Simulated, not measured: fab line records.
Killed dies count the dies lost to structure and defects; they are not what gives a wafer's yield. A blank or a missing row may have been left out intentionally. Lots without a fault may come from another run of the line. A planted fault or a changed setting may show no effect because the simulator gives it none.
Which tool did it? :: flow sky130 :: 7 lots, 21 wafers sampled, at 1 step of a route of 708

WHAT THE GAUGES SHOWED, per wafer
SKY_VT_ADJUST_HVTR_OVL_MEAS_08.
lot: L842
measured: day 10 02:31
on: overlay-02
VT_ADJUST_HVTR_OVL (nm): -0.5 -0.4 0.7

lot: L844
measured: day 10 17:52
on: overlay-01
VT_ADJUST_HVTR_OVL (nm): 1.5 0.3 1.8

lot: L848
measured: day 12 03:14
on: overlay-02
VT_ADJUST_HVTR_OVL (nm): -0.7 1.1 1.1

lot: L856
measured: day 14 08:55
on: overlay-01
VT_ADJUST_HVTR_OVL (nm): 0.4 -1.5 -2.8

lot: L859
measured: day 15 07:28
on: overlay-02
VT_ADJUST_HVTR_OVL (nm): -0.8 0.2 -0.3

lot: L861
measured: day 15 23:40
on: overlay-02
VT_ADJUST_HVTR_OVL (nm): -2.6 -1.4 -2.8

lot: L863
measured: day 16 11:11
on: overlay-02
VT_ADJUST_HVTR_OVL (nm): -0.6 -0.7 -0.1

EACH LOT AND THE TOOL THAT RAN IT (in order: tool; ch and the chambers of the sampled wafers; start)
No process step before these readings appears in the record.

THE ANSWER, worked out from the rows above alone
Rule: the usual values come from the lots themselves. The widest of any qualifying gaps counts: lots, ordered by their means at a reading, are off when they make up no more than a third of the lots, leave a main group of 4 or more, and stand apart from it by 3 or more times the standard deviation of that group's means. A main group whose means are all the same, to the digits that the tables above print for the reading, isn't used. Also off: a lot with no number at a reading for which 4 or more lots have one. All remaining lots with rows at the step are treated as sound.
No lot is off at any reading shown: from this, nothing can be told.

WHAT HAD BEEN PUT IN BY THE SIMULATOR
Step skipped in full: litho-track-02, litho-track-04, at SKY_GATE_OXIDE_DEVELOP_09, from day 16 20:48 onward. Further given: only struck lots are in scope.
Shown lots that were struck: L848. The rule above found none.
